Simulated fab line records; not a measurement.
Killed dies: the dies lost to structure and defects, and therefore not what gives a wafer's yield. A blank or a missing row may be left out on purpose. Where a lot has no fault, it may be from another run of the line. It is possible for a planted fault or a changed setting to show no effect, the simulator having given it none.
Comparing a struck lot with a sound one ; flow sky130 ; 43 steps out of a route of 708
Sound: the wafers L310.1, L310.2, L310.5. The struck wafers were L295.3, L295.4, L295.5. The cause is given at the end.
At each step with rows: each side's tool, then ch and its chambers, then its first start. Under that, the readings that differ: sound wafers ; struck wafers ; difference of the means ; sigmas: that difference in standard deviations of wafers without a fault.
alike: a reading whose means differ by less than 2 such deviations, as well as words and numbers matching on both sides. not compared: withheld readings; readings where some wafer has no value; bounds like >300 that might hide an equal value; numbers whose values overlap and for which the record gives no deviation.
The two part at a step that has a row with sigmas, a row that says differs or no value, or rows on one side only. Non-overlapping numbers with no deviation appear without sigmas and do not part them. A reading that every wafer of one side lacks parts them only if that side has two wafers or more.

first, 6 steps without rows for these wafers: SKY_GATE_OXIDE_HMDS_04 (prime time 60 s); SKY_GATE_OXIDE_COAT_05 (resist thk 1140 nm); SKY_GATE_OXIDE_SOFTBAKE_06 (time 60 s); SKY_GATE_OXIDE_EXPOSE_07 (exposes mask LVOM, target cd 600 nm); SKY_GATE_OXIDE_PEB_08; SKY_GATE_OXIDE_DEVELOP_09 (develop time 60 s).
SKY_GATE_OXIDE_OVL_MEAS_10:
  sound on overlay-01 at day 20 16:50; struck on overlay-02 at day 15 03:44
reading;sound;struck;difference;sigmas
GATE_OXIDE_OVL (nm);4.3 4.7 2.0;0.3 1.0 -1.9;-3.9;-2
then, 2 steps without rows for these wafers: SKY_GATE_OXIDE_IMPLANT_11; SKY_GATE_OXIDE_WET_ETCH_12 (etches SiO2 in dHF, target depth 16.8 nm, time 336 s).
SKY_GATE_OXIDE_STRIP_13: strips in O2/N2.
  sound on plasma_asher-03 ch 0,1, day 20 17:07; struck on plasma_asher-02 ch 0,1, day 15 04:10
  alike: chamber_pressure_mTorr, drypump_motor_current_A, oes_product_au, strip_time_to_endpoint_s
  not compared: rf_hours_counter_h
SKY_GATE_OXIDE_TW_MEAS_14:
  sound on film_metro-01 at day 20 17:13; struck on film_metro-03 at day 15 04:16
  alike: GATE_OXIDE_TW
then, 1 step without rows for these wafers: SKY_GATE_OXIDE_CLEAN_15 (cleans in SC1/SC2, time 150 s).
SKY_GATE_OXIDE_OXIDATION_16: stabilise 600 s, purge 300 s, target thk 3.57 nm.
  sound on furnace-01 ch 0, day 20 17:20; struck on furnace-02 ch 0, day 15 05:05
  alike: ramp_down_c_per_min, spike_tc_centre_C, zone_power_top_pct
then, 1 step without rows for these wafers: SKY_POLY_GATE_CVD_00 (deposits poly-Si, target thk 180 nm, time 720 s).
SKY_POLY_GATE_THK_MEAS_01:
  sound on film_metro-02 at day 20 20:04; struck on film_metro-01 at day 15 07:50
  alike: POLY_GATE_CVD_00_THK
then, 8 steps without rows for these wafers: SKY_RES_PROTECT_DEHYDRATE_00 (time 60 s); SKY_RES_PROTECT_HMDS_01 (prime time 60 s); SKY_RES_PROTECT_COAT_02 (resist thk 1140 nm); SKY_RES_PROTECT_SOFTBAKE_03 (time 60 s); SKY_RES_PROTECT_EXPOSE_04 (exposes mask RPM, target cd 1270 nm); SKY_RES_PROTECT_PEB_05; SKY_RES_PROTECT_DEVELOP_06 (develop time 60 s); SKY_POLY_GATE_IMPLANT_02.
SKY_RES_PROTECT_STRIP_07: strips in O2/N2.
  sound on plasma_asher-03 ch 0,1, day 22 02:26; struck on plasma_asher-04 ch 0,1, day 16 12:04
  alike: chamber_pressure_mTorr, drypump_motor_current_A, oes_product_au, strip_time_to_endpoint_s
  not compared: rf_hours_counter_h
SKY_RES_PROTECT_TW_MEAS_08:
  sound on film_metro-03 at day 22 02:32; struck on film_metro-04 at day 16 12:10
  alike: POLY_GATE_TW
then, 2 steps without rows for these wafers: SKY_RES_PROTECT_CLEAN_09 (cleans in SC1/SC2, time 150 s); SKY_POLY_GATE_CVD_03 (deposits Si3N4 from DCS/NH3, target thk 75 nm, time 1290 s).
SKY_POLY_GATE_THK_MEAS_04:
  sound on film_metro-01 at day 22 04:41; struck on film_metro-03 at day 16 15:37
reading;sound;struck;difference;sigmas
POLY_GATE_CVD_03_THK (nm);75.6 75.3 74.8;73.9 73.2 73.9;-1.6;-2
then, 8 steps without rows for these wafers: SKY_POLY_GATE_DEHYDRATE_05 (time 60 s); SKY_POLY_GATE_HMDS_06 (prime time 60 s); SKY_POLY_GATE_COAT_07 (resist thk 110 nm); SKY_POLY_GATE_COAT_08 (resist thk 450 nm); SKY_POLY_GATE_SOFTBAKE_09 (time 90 s); SKY_POLY_GATE_EXPOSE_10 (exposes mask P1M, target cd 150 nm); SKY_POLY_GATE_PEB_11; SKY_POLY_GATE_DEVELOP_12 (develop time 60 s).
SKY_POLY_GATE_CD_MEAS_13 targets a cd of 150 nm.
  sound on cd_sem-01 at day 23 10:44; struck on cd_sem-01 at day 17 19:59
  alike: cd_nm
SKY_POLY_GATE_OVL_MEAS_14:
  sound on overlay-01 at day 23 10:52; struck on overlay-02 at day 17 20:04
  alike: POLY_GATE_OVL
SKY_POLY_GATE_ETCH_15: etches BARC in N2/H2, stops on SiO2, time 118.5 s, target depth 110 nm.
  sound on rie_diel-03 ch 0,1,2, day 23 10:54; struck on rie_diel-01 ch 1,2,3, day 17 20:06
  alike: chamber_pressure_mTorr, drypump_motor_current_A, oes_product_au, throttle_valve_pct
  not compared: rf_hours_counter_h
SKY_POLY_GATE_ETCH_16: etches Si3N4 in CH3F/O2, stops on poly-Si, time 147.5 s, target depth 75 nm.
  sound on rie_diel-03 ch 0,1,2, day 23 10:59; struck on rie_diel-01 ch 1,2,3, day 17 20:11
  alike: chamber_pressure_mTorr, drypump_motor_current_A, oes_product_au, throttle_valve_pct
  not compared: rf_hours_counter_h
SKY_POLY_GATE_ETCH_17: etches poly-Si in HBr/Cl2, stops on SiO2, target depth 180 nm, time 70.5 s.
  sound on rie_si-01 ch 1,2,3, day 23 11:05; struck on rie_si-02 ch 0,1, day 17 20:17
  alike: chamber_pressure_mTorr, drypump_motor_current_A, he_backside_leak_sccm, oes_product_au, throttle_valve_pct
  not compared: rf_hours_counter_h
then, 1 step without rows for these wafers: SKY_POLY_GATE_STRIP_18 (strips in O2/N2).
-- here the record skips 29 days between the struck wafers' starts before and after, leaving off in module POLY_GATE and picking up in module PAD_OPEN (first step shown: number 708 of the route) --
SKY_PAD_OPEN_PROBE_99:
  sound on prober-02 at day 50 09:14; struck on prober-02 at day 46 23:41
  not compared: model.etest.cap_thin_oxide.gate_log10_a_cm2, model.etest.cap_thin_oxide.tox_acc_nm, model.etest.pfet_01v8.tox_inv_nm, model.etest.nfet_01v8.tox_inv_nm

## WHERE THEY PART
Earliest at SKY_GATE_OXIDE_OVL_MEAS_10; latest, in this record, at SKY_POLY_GATE_THK_MEAS_04. Later steps at which nothing parts them and some readings are alike: SKY_POLY_GATE_CD_MEAS_13, SKY_POLY_GATE_OVL_MEAS_14, SKY_POLY_GATE_ETCH_15, SKY_POLY_GATE_ETCH_16, SKY_POLY_GATE_ETCH_17.

WHY: the cause the simulator had injected
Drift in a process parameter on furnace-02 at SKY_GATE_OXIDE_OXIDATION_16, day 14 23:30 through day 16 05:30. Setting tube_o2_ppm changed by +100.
